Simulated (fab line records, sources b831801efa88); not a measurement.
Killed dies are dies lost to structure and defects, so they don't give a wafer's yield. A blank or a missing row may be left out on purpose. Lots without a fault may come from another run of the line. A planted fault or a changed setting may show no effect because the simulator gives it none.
A struck lot beside a sound one | flow sky130 | 15 steps out of a route of 708
Sound: wafers L993.2, L993.3, L993.5. Struck: wafers L109.2, L109.5, L109.6. The cause comes at the end.
At each step with rows: each side's tool, then ch and its chambers, then its first start. Under that, the readings that differ: sound wafers | struck wafers | difference of the means | sigmas: that difference in standard deviations of wafers without a fault.
alike: readings whose means differ by less than 2 such deviations, and words and numbers that are the same on both sides. not compared: withheld readings, readings that some wafer has no value for, bounds like >300 that may hide the same value, and numbers for which the record gives no deviation and whose values overlap.
The two part at a step that has a row with sigmas, a row that says differs or no value, or rows on one side only. Numbers that don't overlap but have no deviation are shown without sigmas and don't part them. A reading that every wafer of one side lacks parts them only if that side has two wafers or more.

SKY_METAL1_STRIP_20: strips in O2/N2.
  sound on plasma_asher-03 ch 0, day 33 00:02; struck on plasma_asher-01 ch 0,1, day 38 11:03
  alike: drypump_motor_current_A, oes_product_au, strip_time_to_endpoint_s
  not compared: rf_hours_counter_h
then, 4 steps without rows for these wafers: SKY_METAL1_STRIP_21 (strips in post etch residue remover, time 1200 s); SKY_METAL1_CLEAN_22 (cleans in IPA, time 180 s); SKY_METAL1_CLEAN_23 (cleans in O3/DIW); SKY_VIA1_HDPCVD_00 (deposits SiO2, target thk 1030 nm, time 171.7 s).
SKY_VIA1_THK_MEAS_01:
  sound on film_metro-04, day 33 00:45; struck on film_metro-02, day 38 11:46
  alike: VIA1_HDPCVD_THK
SKY_VIA1_CMP_02: polishes SiO2.
  sound on cmp-01 ch 0,1, day 33 00:48; struck on cmp-01 ch 0,2,3, day 38 11:55
  alike: motor_current_A
SKY_VIA1_BOW_MEAS_03:
  sound on film_metro-02, day 33 01:07; struck on film_metro-02, day 38 12:08
  alike: VIA1_BOW
then, 4 steps without rows for these wafers: SKY_VIA1_DEHYDRATE_04 (time 60 s); SKY_VIA1_HMDS_05 (prime time 60 s); SKY_VIA1_COAT_06 (resist thk 60 nm); SKY_VIA1_COAT_07 (resist thk 450 nm).
SKY_VIA1_SOFTBAKE_08: time 90 s.
  sound on litho_track-02 ch 0, day 33 14:00; struck on litho_track-02 ch 0, day 38 23:00
  reading                  | sound               | struck            | difference | sigmas
  heater_power_total_W (W) | 57.41 57.22 57.32   | 56.22 55.93 56.02 | -1.26      | -10
  plate_temp_C (C)         | 99.98 100.22 100.05 | 98.39 98.34 98.37 | -1.72      | -14
then, 1 step without rows for these wafers: SKY_VIA1_EXPOSE_09 (exposes mask VIM, target cd 150 nm).
-- the record jumps here: 11 days lie between the struck wafers' starts before and after (it left off in module VIA1 and takes up again in module PAD_OPEN, whose first step shown is number 708 of the route) --
SKY_PAD_OPEN_PROBE_99:
  sound on prober-02, day 45 19:49; struck on prober-02, day 49 20:52
  reading            | sound    | struck   | difference | sigmas
  killed_at_contacts | 14 21 19 | 27 29 32 | +11        | +2
  alike: defect_limited_yield, killed_at_M0_to_M3, killed_at_M4_up, killed_at_front_end, killed_at_other, killed_dies, killed_open, killed_short, sort_bin_3_pad_short, sort_bin_5_function, sort_bin_6_memory, sort_n_pass, sort_yield_pct

WHERE THEY PART
First at SKY_VIA1_SOFTBAKE_08; last, within this record, at SKY_PAD_OPEN_PROBE_99.

WHY: what the simulator had put in
Process parameter drift: litho_track-02, from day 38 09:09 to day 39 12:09, at SKY_VIA1_SOFTBAKE_08. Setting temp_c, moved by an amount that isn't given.
